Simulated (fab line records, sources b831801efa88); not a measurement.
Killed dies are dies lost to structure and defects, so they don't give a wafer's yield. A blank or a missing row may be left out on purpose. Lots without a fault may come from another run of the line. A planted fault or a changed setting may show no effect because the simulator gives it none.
Problem report in the 8D (eight disciplines) form, filled by code | flow gf180mcu | the parts of the form that need people (team, actions taken, sign-off) are left out

1. THE PROBLEM
developer_temp_C at GF_VT_IMPLANT_DEVELOP_39 reads a mean of 22.14 C on 6 wafers of 2 lots; wafers without a fault read 23.02 C with a standard deviation of 0.097. That is -9.0 standard deviations from the usual mean.
The step: develop time 60 s.
First seen on wafer L856.2, day 12 12:44, on litho_track-01. The record holds 42 wafers of 14 lots with a number at this step. Rule for "out", or "out of limits": more than 4 standard deviations from the usual mean. The other wafers with a number count as sound.

2. WHAT IT IS AND WHAT IT IS NOT
question                    | is                     | is not
which readings at this step | developer_temp_C       | exhaust_pa
which lots                  | L856, L858             | L838, L839, L841, L843, L846, L847, L848, L850, L851, L854, L859, L861
which wafers of those lots  | all that have a number | -
read on which tools         | litho_track-01         | litho_track-02, litho_track-03
when                        | from day 12 12:44      | up to then (30 sound wafers); but 6 sound wafers of L859, L861 came after

3. SUSPECTS, AND WHAT RULES EACH OUT
Counting: a tool at a process step up to the reading stays a suspect if it ran every lot that is out and no sound lot after the first of them.
- litho_track-01 at GF_VT_IMPLANT_DEVELOP_39 (develop time 60 s): kept. It ran every lot that is out, first L856 (day 12 12:44), and no sound lot after that; its last sound lot up to then is L854 (day 11 21:05). Its own readings are out on those wafers: developer_temp_C.
Left after counting: litho_track-01 at GF_VT_IMPLANT_DEVELOP_39.

4. THE CAUSE (what the simulator had put in)
Process parameter drift: litho_track-01, from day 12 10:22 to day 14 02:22, at GF_VT_IMPLANT_DEVELOP_39. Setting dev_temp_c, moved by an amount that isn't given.
Counting left only this tool.

5. THE CHAIN OF EFFECTS, in route order
Each row: a reading whose mean over the struck wafers that have a number lies more than 3 standard deviations from the usual. Only readings for which the record gives a usual standard deviation are gone through. hours: the time from each lot's start at the first step in this table that gives one to its start at this step, as a median over the lots. sigmas: the change in usual standard deviations.
hours | step                     | reading          | usual   | on struck wafers | change | sigmas
0     | GF_VT_IMPLANT_DEVELOP_39 | developer_temp_C | 23.02 C | 22.14            | -0.88  | -9.0
The process steps in it:
- GF_VT_IMPLANT_DEVELOP_39: develop time 60 s.

6. WHAT WOULD HAVE CAUGHT IT SOONER
In this record the first reading out of limits was taken at day 12 12:44, 2 hours after the fault began at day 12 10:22.
